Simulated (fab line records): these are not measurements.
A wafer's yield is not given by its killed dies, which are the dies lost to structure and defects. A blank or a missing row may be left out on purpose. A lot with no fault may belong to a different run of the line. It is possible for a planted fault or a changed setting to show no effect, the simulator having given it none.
fab line records | flow sky130 | part 1 of 2: steps 1 to 31 of 43
record lots=5 | wafers=15 | lastDay=48
route steps=708 shown POLY_CUT@309 SD_P@320 RES_XHIGH@332 SD_N@342
lots untouched by any fault: they come from a run of this same line in which no faults occurred
startH: hours from the record's first day to the start of the lot's first wafer shown | waitH: hours from the lot's prior step to this one | " unchanged from the row above | L1.1+2: a single row standing in for several wafers | - no value present, or no start provided | * or withheld: withheld | < > ~ a bound
route shown NAME@n: NAME is a module with steps in the file, n the number in the route of the first one | usual: mean and standard deviation over wafers with no fault | same: alike in all rows | chamber/n: place in a boat | sites: the reading at each site | _std_site: standard deviation of those values | _edge_site: outer sites' mean less inner sites' | radiusMm: how far each site lies from the wafer's centre | mask NAME#n: copy n | behind: the most recent tool/chamber to have shaped the wafer | hold: cause of the lot's hold/its duration in hours/its outcome | device: names the non-switching transistor (n, p or np) | end of line: tests run on the same wafers once the route is complete | step lacking rows: just its recipe | killed: at the first sort, the dies lost to defects and structure; wafer yield is something else | map: a wafer's dies, marking killed ones x, the rest . and places with no die _
set.NAME: the run value of the setting; set.NAME@STEP: its run value at that earlier step | model.NAME: the simulator's own value behind a step, which no gauge read
lots seen at some steps along the route; tables by step, rows by wafer
services: a tool's chamber out of use, with start hour (startH, from the record's first day; less than 0 if before it), hours out, and reason
## steps
# step SKY_POLY_CUT_COAT_02
# recipe resist=BARC | tempC=withheld | timeS=withheld | spinRpm=3000 | resistThkNm=60
lot.wafer  | tool          | chamber | startH | waitH
L077.3+4+6 | lithoTrack-04 | 0       | 569.19 | 0.1
L084.1+4+6 | lithoTrack-02 | 0       | 625.10 | 0.1
L086.1+2+6 | lithoTrack-01 | 0       | 645.78 | 0.1
L087.2+4+6 | lithoTrack-01 | 0       | 652.61 | 0.1
L090.3+5+6 | lithoTrack-04 | 0       | 669.99 | 0.1
# step SKY_POLY_CUT_COAT_03
# recipe resist=KrF-thick | spinRpm=3000 | resistThkNm=450
lot.wafer  | tool          | chamber | startH | waitH
L077.3+4+6 | lithoTrack-04 | 0       | -      | -
L084.1+4+6 | lithoTrack-02 | 0       | -      | -
L086.1+2+6 | lithoTrack-01 | 0       | -      | -
L087.2+4+6 | lithoTrack-01 | 0       | -      | -
L090.3+5+6 | lithoTrack-04 | 0       | -      | -
# step SKY_POLY_CUT_SOFTBAKE_04
# recipe tempC=100 | timeS=90 | resist=KrF-thick
# usual plateTempC=100.00/0.12
lot.wafer | tool          | chamber | startH | waitH | plateTempC
L077.3    | lithoTrack-04 | 0       | -      | -     | 100.01
L077.4    | "             | 0       | "      | "     | 100.02
L077.6    | "             | 0       | "      | "     | 100.07
L084.1    | lithoTrack-02 | 0       | -      | -     | 99.74
L084.4    | "             | 0       | "      | "     | 99.86
L084.6    | "             | 0       | "      | "     | 99.98
L086.1    | lithoTrack-01 | 0       | -      | -     | 99.95
L086.2    | "             | 0       | "      | "     | 100.09
L086.6    | "             | 0       | "      | "     | 100.17
L087.2    | lithoTrack-01 | 0       | -      | -     | 99.87
L087.4    | "             | 0       | "      | "     | 99.82
L087.6    | "             | 0       | "      | "     | 99.78
L090.3    | lithoTrack-04 | 0       | -      | -     | 99.94
L090.5    | "             | 0       | "      | "     | 100.10
L090.6    | "             | 0       | "      | "     | 99.97
# step SKY_POLY_CUT_EXPOSE_05
# recipe maskId=NPCM | na=0.8 | sourceShape=annular | sigmaInner=0.55 | sigmaOuter=0.85 | targetCdNm=270 | doseMj=32
# same na=0.8
lot.wafer  | tool          | chamber | startH | waitH | mask
L077.3+4+6 | krfScanner-02 | 0       | -      | -     | NPCM#0
L084.1+4+6 | krfScanner-01 | 0       | -      | -     | NPCM#0
L086.1+2+6 | krfScanner-01 | 0       | -      | -     | NPCM#0
L087.2+4+6 | krfScanner-02 | 0       | -      | -     | NPCM#0
L090.3+5+6 | krfScanner-02 | 0       | -      | -     | NPCM#0
# step SKY_POLY_CUT_PEB_06
# recipe pebTempC=withheld | pebTimeS=withheld | resist=KrF-thick
lot.wafer  | tool          | chamber | startH | waitH
L077.3+4+6 | lithoTrack-01 | 0       | -      | -
L084.1+4+6 | lithoTrack-02 | 0       | -      | -
L086.1+2+6 | lithoTrack-01 | 0       | -      | -
L087.2+4+6 | lithoTrack-02 | 0       | -      | -
L090.3+5+6 | lithoTrack-01 | 0       | -      | -
# step SKY_POLY_CUT_DEVELOP_07
# recipe developTimeS=60 | resist=KrF-thick | devTempC=21
lot.wafer  | tool          | chamber | startH | waitH
L077.3+4+6 | lithoTrack-01 | 0       | -      | -
L084.1+4+6 | lithoTrack-02 | 0       | -      | -
L086.1+2+6 | lithoTrack-01 | 0       | -      | -
L087.2+4+6 | lithoTrack-02 | 0       | -      | -
L090.3+5+6 | lithoTrack-01 | 0       | -      | -
# step SKY_POLY_CUT_CD_MEAS_08
# recipe targetCdNm=270
# usual cdNm=269.8/1.7
lot.wafer | tool     | chamber | startH | waitH | cdNm
L077.3    | cdSem-01 | -       | 584.22 | -     | 274.4
L077.4    | "        | -       | "      | "     | 274.3
L077.6    | "        | -       | "      | "     | 273.0
L084.1    | cdSem-02 | -       | 640.15 | -     | 269.8
L084.4    | "        | -       | "      | "     | 267.5
L084.6    | "        | -       | "      | "     | 269.3
L086.1    | cdSem-01 | -       | 659.98 | -     | 268.6
L086.2    | "        | -       | "      | "     | 270.0
L086.6    | "        | -       | "      | "     | 268.4
L087.2    | cdSem-02 | -       | 668.82 | -     | 270.6
L087.4    | "        | -       | "      | "     | 269.7
L087.6    | "        | -       | "      | "     | 270.3
L090.3    | cdSem-01 | -       | 684.07 | -     | 266.8
L090.5    | "        | -       | "      | "     | 267.2
L090.6    | "        | -       | "      | "     | 267.8
# step SKY_POLY_CUT_OVL_MEAS_09
# usual POLY_CUT_OVL=-3/5.9
lot.wafer | tool       | chamber | startH | waitH | POLY_CUT_OVL[nm]
L077.3    | overlay-02 | -       | 584.32 | 0.1   | -11
L077.4    | "          | -       | "      | "     | -5
L077.6    | "          | -       | "      | "     | -6
L084.1    | overlay-01 | -       | 640.27 | 0.1   | 8
L084.4    | "          | -       | "      | "     | -2
L084.6    | "          | -       | "      | "     | 0
L086.1    | overlay-02 | -       | 660.10 | 0.1   | 0
L086.2    | "          | -       | "      | "     | 6
L086.6    | "          | -       | "      | "     | 7
L087.2    | overlay-01 | -       | 668.93 | 0.1   | -7
L087.4    | "          | -       | "      | "     | -3
L087.6    | "          | -       | "      | "     | -6
L090.3    | overlay-02 | -       | 684.17 | 0.1   | -7
L090.5    | "          | -       | "      | "     | -3
L090.6    | "          | -       | "      | "     | -8
# step SKY_POLY_CUT_ETCH_10
# recipe chemistry=N2/H2 | target=BARC | ionEnergyEv=200 | sourceW=500 | biasW=100 | pressureMtorr=30 | n2FlowSccm=100 | h2FlowSccm=200 | stopOn=SiO2 | timeS=45.9 | targetDepthA=600
# usual drypumpMotorCurrentA=5.8/0.38 | oesProductAu=0.855/0.0043 | throttleValvePct=13.225/0.0093
lot.wafer | tool       | chamber | startH | waitH | drypumpMotorCurrentA | oesProductAu | rfHoursCounterH | throttleValvePct
L077.3    | rieDiel-01 | 2       | 584.34 | 0.0   | 5.9                  | 0.857        | 14              | 13.227
L077.4    | "          | 0       | "      | "     | 5.6                  | 0.863        | 6               | 13.211
L077.6    | "          | 0       | "      | "     | 5.6                  | 0.854        | -               | 13.207
L084.1    | rieDiel-01 | 1       | 640.31 | 0.0   | 6.0                  | 0.866        | 9               | 13.208
L084.4    | "          | 0       | "      | "     | 5.6                  | 0.857        | 7               | 13.243
L084.6    | "          | 3       | "      | "     | 5.9                  | 0.859        | -               | 13.217
L086.1    | rieDiel-02 | 2       | 660.14 | 0.0   | 5.4                  | 0.862        | 51              | 13.234
L086.2    | "          | 3       | "      | "     | 6.4                  | 0.854        | 40              | 13.222
L086.6    | "          | 2       | "      | "     | 5.4                  | 0.857        | -               | 13.221
L087.2    | rieDiel-01 | 1       | 668.96 | 0.0   | 5.9                  | 0.854        | 9               | 13.250
L087.4    | "          | 2       | "      | "     | 5.9                  | 0.861        | 16              | 13.227
L087.6    | "          | 1       | "      | "     | 5.9                  | 0.852        | -               | 13.222
L090.3    | rieDiel-01 | 1       | 684.19 | 0.0   | 5.9                  | 0.865        | 10              | 13.220
L090.5    | "          | 2       | "      | "     | 5.9                  | 0.846        | -               | 13.225
L090.6    | "          | 1       | "      | "     | 6.0                  | 0.857        | -               | 13.222
# step SKY_POLY_CUT_ETCH_11
# recipe target=Si3N4 | chemistry=CF4/CH2F2/Ar | stopOn=poly-Si | sourceW=600 | biasW=150 | pressureMtorr=40 | cf4FlowSccm=40 | ch2f2FlowSccm=20 | Ar_flow_sccm=150 | timeS=42.5 | targetDepthA=600
# usual drypumpMotorCurrentA=5.8/0.38 | oesProductAu=0.831/0.0064 | throttleValvePct=14.996/0.009
lot.wafer | tool       | chamber | startH | waitH | drypumpMotorCurrentA | oesProductAu | rfHoursCounterH | throttleValvePct
L077.3    | rieDiel-01 | 2       | 584.38 | 0.0   | 5.9                  | 0.816        | 14              | 14.985
L077.4    | "          | 0       | "      | "     | 5.6                  | 0.822        | 6               | 15.012
L077.6    | "          | 0       | "      | "     | 5.6                  | 0.830        | -               | 14.988
L084.1    | rieDiel-01 | 1       | 640.35 | 0.0   | 6.0                  | 0.823        | 9               | 14.988
L084.4    | "          | 0       | "      | "     | 5.6                  | 0.829        | 7               | 14.986
L084.6    | "          | 3       | "      | "     | 5.9                  | 0.830        | -               | 15.008
L086.1    | rieDiel-02 | 2       | 660.18 | 0.0   | 5.4                  | 0.846        | 51              | 15.001
L086.2    | "          | 3       | "      | "     | 6.4                  | 0.838        | 40              | 14.998
L086.6    | "          | 2       | "      | "     | 5.4                  | 0.833        | -               | 14.977
L087.2    | rieDiel-01 | 1       | 669.00 | 0.0   | 5.9                  | 0.834        | 9               | 15.000
L087.4    | "          | 2       | "      | "     | 5.9                  | 0.829        | 16              | 15.011
L087.6    | "          | 1       | "      | "     | 6.0                  | 0.832        | -               | 15.009
L090.3    | rieDiel-01 | 1       | 684.23 | 0.0   | 5.9                  | 0.840        | 10              | 14.997
L090.5    | "          | 2       | "      | "     | 5.9                  | 0.831        | -               | 15.004
L090.6    | "          | 1       | "      | "     | 5.9                  | 0.830        | -               | 15.013
# step SKY_POLY_CUT_STRIP_12
# recipe chemistry=O2/N2 | powerW=1400 | pressureMtorr=1500 | platenTempC=withheld | o2FlowSccm=3000 | n2FlowSccm=300 | overashFraction=0.5
# usual drypumpMotorCurrentA=5.7/0.43 | oesProductAu=0.452/0.0042 | stripTimeToEndpointS=5.357/0.016
# same overashFraction=0.5
lot.wafer | tool           | chamber | startH | waitH | drypumpMotorCurrentA | oesProductAu | rfHoursCounterH | stripTimeToEndpointS
L077.3    | plasmaAsher-02 | 0       | 584.46 | 0.1   | 6.3                  | 0.456        | -               | 5.367
L077.4    | "              | 1       | "      | "     | 5.1                  | 0.450        | -               | 5.352
L077.6    | "              | 1       | "      | "     | 5.1                  | 0.454        | -               | 5.363
L084.1    | plasmaAsher-02 | 0       | 640.39 | 0.0   | 6.2                  | 0.453        | 93              | 5.341
L084.4    | "              | 1       | "      | "     | 5.1                  | 0.454        | -               | 5.349
L084.6    | "              | 0       | "      | "     | 6.2                  | 0.457        | -               | 5.359
L086.1    | plasmaAsher-02 | 1       | 660.22 | 0.0   | 5.1                  | 0.452        | 95              | 5.376
L086.2    | "              | 0       | "      | "     | 6.2                  | 0.449        | 95              | 5.384
L086.6    | "              | 0       | "      | "     | 6.3                  | 0.449        | -               | 5.335
L087.2    | plasmaAsher-02 | 0       | 669.04 | 0.0   | 6.3                  | 0.451        | 96              | 5.361
L087.4    | "              | 1       | "      | "     | 5.1                  | 0.451        | -               | 5.346
L087.6    | "              | 0       | "      | "     | 6.3                  | 0.455        | -               | 5.345
L090.3    | plasmaAsher-02 | 0       | 684.31 | 0.1   | 6.3                  | 0.454        | -               | 5.356
L090.5    | "              | 1       | "      | "     | 5.1                  | 0.445        | -               | 5.349
L090.6    | "              | 0       | "      | "     | 6.3                  | 0.458        | -               | 5.347
# step SKY_SD_P_DEHYDRATE_00
# recipe tempC=200 | timeS=60
# usual plateTempC=200.01/0.15
lot.wafer | tool          | chamber | startH | waitH | plateTempC
L077.3    | lithoTrack-04 | 0       | 597.84 | 13.3  | 200.07
L077.4    | "             | 0       | "      | "     | 199.87
L077.6    | "             | 0       | "      | "     | 200.00
L084.1    | lithoTrack-04 | 0       | 653.84 | 13.4  | 199.89
L084.4    | "             | 0       | "      | "     | 200.19
L084.6    | "             | 0       | "      | "     | 200.08
L086.1    | lithoTrack-03 | 0       | 674.80 | 14.5  | 200.07
L086.2    | "             | 0       | "      | "     | 200.16
L086.6    | "             | 0       | "      | "     | 200.00
L087.2    | lithoTrack-04 | 0       | 682.46 | 13.4  | 199.86
L087.4    | "             | 0       | "      | "     | 199.88
L087.6    | "             | 0       | "      | "     | 199.69
L090.3    | lithoTrack-04 | 0       | 697.99 | 13.6  | 200.15
L090.5    | "             | 0       | "      | "     | 199.94
L090.6    | "             | 0       | "      | "     | 200.06
# step SKY_SD_P_HMDS_01
# recipe primeTimeS=60 | primeTempC=120
lot.wafer  | tool          | chamber | startH | waitH
L077.3+4+6 | lithoTrack-04 | 0       | 597.99 | 0.1
L084.1+4+6 | lithoTrack-04 | 0       | 653.99 | 0.1
L086.1+2+6 | lithoTrack-03 | 0       | 674.95 | 0.1
L087.2+4+6 | lithoTrack-04 | 0       | 682.61 | 0.1
L090.3+5+6 | lithoTrack-04 | 0       | 698.14 | 0.1
# step SKY_SD_P_COAT_02
# recipe resist=NOVOLAK | spinRpm=3000 | resistThkNm=1140
lot.wafer  | tool          | chamber | startH | waitH
L077.3+4+6 | lithoTrack-04 | 0       | 598.14 | 0.1
L084.1+4+6 | lithoTrack-04 | 0       | 654.14 | 0.1
L086.1+2+6 | lithoTrack-03 | 0       | 675.10 | 0.1
L087.2+4+6 | lithoTrack-04 | 0       | 682.76 | 0.1
L090.3+5+6 | lithoTrack-04 | 0       | 698.29 | 0.1
# step SKY_SD_P_SOFTBAKE_03
# recipe tempC=90 | timeS=60 | resist=NOVOLAK
# usual plateTempC=90.01/0.12
lot.wafer | tool          | chamber | startH | waitH | plateTempC
L077.3    | lithoTrack-04 | 0       | 598.29 | 0.1   | 90.04
L077.4    | "             | 0       | "      | "     | 90.17
L077.6    | "             | 0       | "      | "     | 90.18
L084.1    | lithoTrack-04 | 0       | 654.29 | 0.1   | 89.96
L084.4    | "             | 0       | "      | "     | 89.99
L084.6    | "             | 0       | "      | "     | 89.97
L086.1    | lithoTrack-03 | 0       | 675.25 | 0.1   | 89.80
L086.2    | "             | 0       | "      | "     | 90.03
L086.6    | "             | 0       | "      | "     | 89.80
L087.2    | lithoTrack-04 | 0       | 682.91 | 0.1   | 90.10
L087.4    | "             | 0       | "      | "     | 90.00
L087.6    | "             | 0       | "      | "     | 90.22
L090.3    | lithoTrack-04 | 0       | 698.44 | 0.1   | 89.84
L090.5    | "             | 0       | "      | "     | 90.12
L090.6    | "             | 0       | "      | "     | 90.04
# step SKY_SD_P_EXPOSE_04
# recipe maskId=PSDM | na=0.6 | sourceShape=conventional | sigmaOuter=0.6 | polarization=unpolarized | targetCdNm=380 | doseMj=138
# same na=0.6
lot.wafer  | tool            | chamber | startH | waitH | mask
L077.3+4+6 | ilineStepper-01 | 0       | -      | -     | PSDM#0
L084.1+4+6 | ilineStepper-02 | 0       | -      | -     | PSDM#0
L086.1+2+6 | ilineStepper-02 | 0       | -      | -     | PSDM#0
L087.2+4+6 | ilineStepper-01 | 0       | -      | -     | PSDM#0
L090.3+5+6 | ilineStepper-01 | 0       | -      | -     | PSDM#0
# step SKY_SD_P_PEB_05
# recipe tempC=withheld | timeS=* | resist=NOVOLAK
lot.wafer  | tool          | chamber | startH | waitH
L077.3+4+6 | lithoTrack-02 | 0       | -      | -
L084.1+4+6 | lithoTrack-02 | 0       | -      | -
L086.1+2+6 | lithoTrack-03 | 0       | -      | -
L087.2+4+6 | lithoTrack-04 | 0       | -      | -
L090.3+5+6 | lithoTrack-02 | 0       | -      | -
# step SKY_SD_P_DEVELOP_06
# recipe resist=NOVOLAK | developer=TMAH | developTimeS=60 | devTempC=23
lot.wafer  | tool          | chamber | startH | waitH
L077.3+4+6 | lithoTrack-02 | 0       | 613.10 | 0.1
L084.1+4+6 | lithoTrack-02 | 0       | 668.95 | 0.1
L086.1+2+6 | lithoTrack-03 | 0       | 688.50 | 0.1
L087.2+4+6 | lithoTrack-04 | 0       | 697.16 | 0.1
L090.3+5+6 | lithoTrack-02 | 0       | 711.70 | 0.1
# step SKY_SD_P_CD_MEAS_07
# recipe targetCdNm=380
# usual cdNm=380.5/2.4
lot.wafer | tool     | chamber | startH | waitH | cdNm
L077.3    | cdSem-01 | -       | 613.24 | 0.1   | 377.4
L077.4    | "        | -       | "      | "     | 378.7
L077.6    | "        | -       | "      | "     | 380.1
L084.1    | cdSem-02 | -       | 669.11 | 0.1   | 383.9
L084.4    | "        | -       | "      | "     | 382.6
L084.6    | "        | -       | "      | "     | 384.6
L086.1    | cdSem-01 | -       | 688.65 | 0.1   | 379.0
L086.2    | "        | -       | "      | "     | 380.8
L086.6    | "        | -       | "      | "     | 380.4
L087.2    | cdSem-01 | -       | 697.31 | 0.1   | 380.7
L087.4    | "        | -       | "      | "     | 381.5
L087.6    | "        | -       | "      | "     | 381.0
L090.3    | cdSem-01 | -       | 711.84 | 0.1   | 380.4
L090.5    | "        | -       | "      | "     | 382.8
L090.6    | "        | -       | "      | "     | 380.0
# step SKY_SD_P_OVL_MEAS_08
# usual SD_P_OVL=-0.2/1.4
lot.wafer | tool       | chamber | startH | waitH | SD_P_OVL[nm]
L077.3    | overlay-02 | -       | 613.33 | 0.1   | -0.1
L077.4    | "          | -       | "      | "     | -1.3
L077.6    | "          | -       | "      | "     | -0.1
L084.1    | overlay-01 | -       | 669.23 | 0.1   | -0.9
L084.4    | "          | -       | "      | "     | -1.7
L084.6    | "          | -       | "      | "     | -1.6
L086.1    | overlay-02 | -       | 688.77 | 0.1   | 0.3
L086.2    | "          | -       | "      | "     | 0.3
L086.6    | "          | -       | "      | "     | -0.4
L087.2    | overlay-02 | -       | 697.41 | 0.1   | 0.1
L087.4    | "          | -       | "      | "     | -0.2
L087.6    | "          | -       | "      | "     | 0.8
L090.3    | overlay-01 | -       | 711.93 | 0.1   | -2.7
L090.5    | "          | -       | "      | "     | -0.7
L090.6    | "          | -       | "      | "     | -2.4
# step SKY_SD_P_IMPLANT_09
# recipe species=BF2 | energyKev=20 | doseCm2=3e+15 | tiltDeg=0
# usual tiltDeg=-0.003/0.021
lot.wafer | tool         | chamber | startH | waitH | tiltDeg
L077.3    | implanter-02 | 0       | 613.41 | 0.1   | -0.001
L077.4    | "            | 0       | "      | "     | 0.012
L077.6    | "            | 0       | "      | "     | 0.001
L084.1    | implanter-03 | 0       | 669.26 | 0.0   | 0.013
L084.4    | "            | 0       | "      | "     | 0.018
L084.6    | "            | 0       | "      | "     | 0.051
L086.1    | implanter-03 | 0       | 688.80 | 0.0   | 0.000
L086.2    | "            | 0       | "      | "     | 0.018
L086.6    | "            | 0       | "      | "     | 0.003
L087.2    | implanter-03 | 0       | 697.47 | 0.0   | -0.027
L087.4    | "            | 0       | "      | "     | -0.009
L087.6    | "            | 0       | "      | "     | -0.019
L090.3    | implanter-03 | 0       | 712.01 | 0.1   | 0.009
L090.5    | "            | 0       | "      | "     | 0.012
L090.6    | "            | 0       | "      | "     | 0.011
# step SKY_SD_P_STRIP_10
# recipe chemistry=O2/N2 | powerW=1400 | pressureMtorr=1500 | platenTempC=withheld | o2FlowSccm=3000 | n2FlowSccm=300 | overashFraction=0.5
# usual drypumpMotorCurrentA=5.6/0.36 | oesProductAu=0.617/0.0046 | stripTimeToEndpointS=17.50/0.041
# same overashFraction=0.5
lot.wafer | tool           | chamber | startH | waitH | drypumpMotorCurrentA | oesProductAu | rfHoursCounterH | stripTimeToEndpointS
L077.3    | plasmaAsher-03 | 1       | 613.54 | 0.1   | 5.6                  | 0.617        | -               | 17.57
L077.4    | "              | 0       | "      | "     | 5.7                  | 0.611        | -               | 17.56
L077.6    | "              | 1       | "      | "     | 5.6                  | 0.619        | -               | 17.60
L084.1    | plasmaAsher-04 | 1       | 669.41 | 0.1   | 5.1                  | 0.618        | 24              | 17.52
L084.4    | "              | 0       | "      | "     | 5.2                  | 0.617        | -               | 17.48
L084.6    | "              | 0       | "      | "     | 5.2                  | 0.614        | -               | 17.48
L086.1    | plasmaAsher-04 | 0       | 688.95 | 0.1   | 5.2                  | 0.618        | 25              | 17.46
L086.2    | "              | 1       | "      | "     | 5.1                  | 0.618        | 25              | 17.47
L086.6    | "              | 0       | "      | "     | 5.2                  | 0.614        | -               | 17.45
L087.2    | plasmaAsher-03 | 1       | 697.59 | 0.1   | 5.6                  | 0.627        | 89              | 17.47
L087.4    | "              | 1       | "      | "     | 5.6                  | 0.614        | -               | 17.41
L087.6    | "              | 0       | "      | "     | 5.7                  | 0.619        | -               | 17.48
L090.3    | plasmaAsher-03 | 1       | 712.14 | 0.1   | 5.6                  | 0.620        | -               | 17.48
L090.5    | "              | 1       | "      | "     | 5.6                  | 0.615        | -               | 17.43
L090.6    | "              | 0       | "      | "     | 5.7                  | 0.614        | -               | 17.48
# step SKY_SD_P_TW_MEAS_11
# usual SD_P_TW=2826/33
lot.wafer | tool         | chamber | startH | waitH | SD_P_TW
L077.3    | filmMetro-03 | -       | 613.63 | 0.1   | 2829
L077.4    | "            | -       | "      | "     | 2833
L077.6    | "            | -       | "      | "     | 2847
L084.1    | filmMetro-02 | -       | 669.51 | 0.1   | 2818
L084.4    | "            | -       | "      | "     | 2821
L084.6    | "            | -       | "      | "     | 2821
L086.1    | filmMetro-01 | -       | 689.05 | 0.1   | 2872
L086.2    | "            | -       | "      | "     | 2875
L086.6    | "            | -       | "      | "     | 2882
L087.2    | filmMetro-01 | -       | 697.70 | 0.1   | 2879
L087.4    | "            | -       | "      | "     | 2868
L087.6    | "            | -       | "      | "     | 2874
L090.3    | filmMetro-03 | -       | 712.23 | 0.1   | 2845
L090.5    | "            | -       | "      | "     | 2836
L090.6    | "            | -       | "      | "     | 2854
# step SKY_RES_XHIGH_DEHYDRATE_00
# recipe tempC=200 | timeS=60
# usual plateTempC=200.00/0.17
lot.wafer | tool          | chamber | startH | waitH | plateTempC
L077.3    | lithoTrack-03 | 0       | 626.70 | 13.1  | 199.86
L077.4    | "             | 0       | "      | "     | 199.96
L077.6    | "             | 0       | "      | "     | 200.12
L084.1    | lithoTrack-01 | 0       | 682.73 | 13.2  | 200.33
L084.4    | "             | 0       | "      | "     | 200.21
L084.6    | "             | 0       | "      | "     | 200.25
L086.1    | lithoTrack-01 | 0       | 702.83 | 13.8  | 200.01
L086.2    | "             | 0       | "      | "     | 200.12
L086.6    | "             | 0       | "      | "     | 200.14
L087.2    | lithoTrack-04 | 0       | 710.56 | 12.8  | 200.11
L087.4    | "             | 0       | "      | "     | 199.89
L087.6    | "             | 0       | "      | "     | 200.04
L090.3    | lithoTrack-01 | 0       | 726.23 | 14.0  | 199.94
L090.5    | "             | 0       | "      | "     | 200.03
L090.6    | "             | 0       | "      | "     | 200.14
# step SKY_RES_XHIGH_HMDS_01
# recipe primeTimeS=60 | primeTempC=120
lot.wafer  | tool          | chamber | startH | waitH
L077.3+4+6 | lithoTrack-03 | 0       | 626.85 | 0.1
L084.1+4+6 | lithoTrack-01 | 0       | 682.88 | 0.1
L086.1+2+6 | lithoTrack-01 | 0       | 702.98 | 0.1
L087.2+4+6 | lithoTrack-04 | 0       | 710.71 | 0.1
L090.3+5+6 | lithoTrack-01 | 0       | 726.38 | 0.1
# step SKY_RES_XHIGH_COAT_02
# recipe resist=NOVOLAK | spinRpm=3000 | resistThkNm=1140
lot.wafer  | tool          | chamber | startH | waitH
L077.3+4+6 | lithoTrack-03 | 0       | 627.00 | 0.1
L084.1+4+6 | lithoTrack-01 | 0       | 683.03 | 0.1
L086.1+2+6 | lithoTrack-01 | 0       | 703.13 | 0.1
L087.2+4+6 | lithoTrack-04 | 0       | 710.86 | 0.1
L090.3+5+6 | lithoTrack-01 | 0       | 726.53 | 0.1
# step SKY_RES_XHIGH_SOFTBAKE_03
# recipe tempC=90 | timeS=60 | resist=NOVOLAK
# usual plateTempC=90.02/0.12
lot.wafer | tool          | chamber | startH | waitH | plateTempC
L077.3    | lithoTrack-03 | 0       | 627.15 | 0.1   | 89.97
L077.4    | "             | 0       | "      | "     | 90.03
L077.6    | "             | 0       | "      | "     | 90.02
L084.1    | lithoTrack-01 | 0       | 683.18 | 0.1   | 90.08
L084.4    | "             | 0       | "      | "     | 90.06
L084.6    | "             | 0       | "      | "     | 89.98
L086.1    | lithoTrack-01 | 0       | 703.28 | 0.1   | 90.00
L086.2    | "             | 0       | "      | "     | 90.05
L086.6    | "             | 0       | "      | "     | 90.02
L087.2    | lithoTrack-04 | 0       | 711.01 | 0.1   | 89.73
L087.4    | "             | 0       | "      | "     | 89.96
L087.6    | "             | 0       | "      | "     | 89.90
L090.3    | lithoTrack-01 | 0       | 726.68 | 0.1   | 89.79
L090.5    | "             | 0       | "      | "     | 89.86
L090.6    | "             | 0       | "      | "     | 89.89
# step SKY_RES_XHIGH_EXPOSE_04
# recipe maskId=URPM | na=0.6 | sourceShape=conventional | sigmaOuter=0.6 | polarization=unpolarized | targetCdNm=1270 | doseMj=140
# same na=0.6
lot.wafer  | tool            | chamber | startH | waitH | mask
L077.3+4+6 | ilineStepper-02 | 0       | -      | -     | URPM#0
L084.1+4+6 | ilineStepper-02 | 0       | -      | -     | URPM#0
L086.1+2+6 | ilineStepper-02 | 0       | -      | -     | URPM#0
L087.2+4+6 | ilineStepper-01 | 0       | -      | -     | URPM#0
L090.3+5+6 | ilineStepper-02 | 0       | -      | -     | URPM#0
# step SKY_RES_XHIGH_PEB_05
# recipe tempC=withheld | timeS=* | resist=NOVOLAK
lot.wafer  | tool          | chamber | startH | waitH
L077.3+4+6 | lithoTrack-01 | 0       | -      | -
L084.1+4+6 | lithoTrack-01 | 0       | -      | -
L086.1+2+6 | lithoTrack-03 | 0       | -      | -
L087.2+4+6 | lithoTrack-04 | 0       | -      | -
L090.3+5+6 | lithoTrack-04 | 0       | -      | -
# step SKY_RES_XHIGH_DEVELOP_06
# recipe resist=NOVOLAK | developer=TMAH | developTimeS=60 | devTempC=23
lot.wafer  | tool          | chamber | startH | waitH
L077.3+4+6 | lithoTrack-01 | 0       | 642.23 | 0.1
L084.1+4+6 | lithoTrack-01 | 0       | 697.08 | 0.1
L086.1+2+6 | lithoTrack-03 | 0       | 715.80 | 0.1
L087.2+4+6 | lithoTrack-04 | 0       | 725.01 | 0.1
L090.3+5+6 | lithoTrack-04 | 0       | 738.84 | 0.1
# step SKY_RES_XHIGH_IMPLANT_07
# recipe species=BF2 | energyKev=20 | doseCm2=3.6e+14 | tiltDeg=0
# usual tiltDeg=0.003/0.02
lot.wafer | tool         | chamber | startH | waitH | tiltDeg
L077.3    | implanter-01 | 0       | 642.38 | 0.1   | -0.025
L077.4    | "            | 0       | "      | "     | -0.046
L077.6    | "            | 0       | "      | "     | -0.025
L084.1    | implanter-01 | 0       | 697.23 | 0.1   | 0.013
L084.4    | "            | 0       | "      | "     | 0.038
L084.6    | "            | 0       | "      | "     | 0.025
L086.1    | implanter-02 | 0       | 715.95 | 0.1   | 0.019
L086.2    | "            | 0       | "      | "     | 0.003
L086.6    | "            | 0       | "      | "     | -0.004
L087.2    | implanter-01 | 0       | 725.16 | 0.1   | 0.004
L087.4    | "            | 0       | "      | "     | -0.005
L087.6    | "            | 0       | "      | "     | -0.039
L090.3    | implanter-01 | 0       | 738.99 | 0.1   | -0.017
L090.5    | "            | 0       | "      | "     | -0.037
L090.6    | "            | 0       | "      | "     | -0.032
